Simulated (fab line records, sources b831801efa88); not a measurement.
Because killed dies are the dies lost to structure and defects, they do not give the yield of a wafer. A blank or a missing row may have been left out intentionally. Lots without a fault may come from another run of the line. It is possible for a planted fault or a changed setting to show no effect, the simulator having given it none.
Which tool was responsible?	flow gf180mcu	route of 602 steps, sampled at 1 step: 12 lots, 36 wafers

WHAT THE GAUGES READ, wafer by wafer
GF_STI_THK_MEAS_04.
lot	measured	on	STI_CVD_03_THK (nm)
L075	day 1 18:34	film metro-03	210.3 209.7 210.0
L077	day 2 04:34	film metro-04	208.7 208.2 208.6
L079	day 2 14:35	film metro-03	211.2 210.1 208.6
L081	day 3 01:34	film metro-04	207.7 209.2 210.0
L083	day 3 10:53	film metro-03	207.3 208.5 211.1
L085	day 3 21:34	film metro-04	207.8 208.5 210.4
L087	day 4 09:40	film metro-01	210.0 210.2 209.5
L089	day 4 17:15	film metro-04	210.6 207.5 210.7
L091	day 5 02:34	film metro-03	212.3 210.3 209.5
L093	day 5 14:35	film metro-01	211.9 212.8 212.7
L095	day 6 00:18	film metro-01	211.5 211.4 212.1
L097	day 6 08:59	film metro-03	210.2 207.1 208.8

WHAT TOOL EACH LOT RAN ON (gives the tool, then ch and the chambers of the sampled wafers, and finally the start)
The record holds no process step before these readings.

THE ANSWER, worked out from the rows above alone
Rule: usual is defined by the lots themselves. The widest of any qualifying gaps counts: lots, ordered by their means at a reading, are off when they make up no more than a third of the lots, leave a main group of 4 or more, and stand apart from it by 3 or more times the standard deviation of that group's means. The tables above print the reading to a certain number of digits; a main group whose means all agree to those digits is not used. A lot without any number at a reading at which 4 lots or more have one is off too. Where the step has rows for the other lots, those lots are counted as sound.
None of the lots is off at any reading shown; this tells nothing.

WHAT THE SIMULATOR HAD PUT IN
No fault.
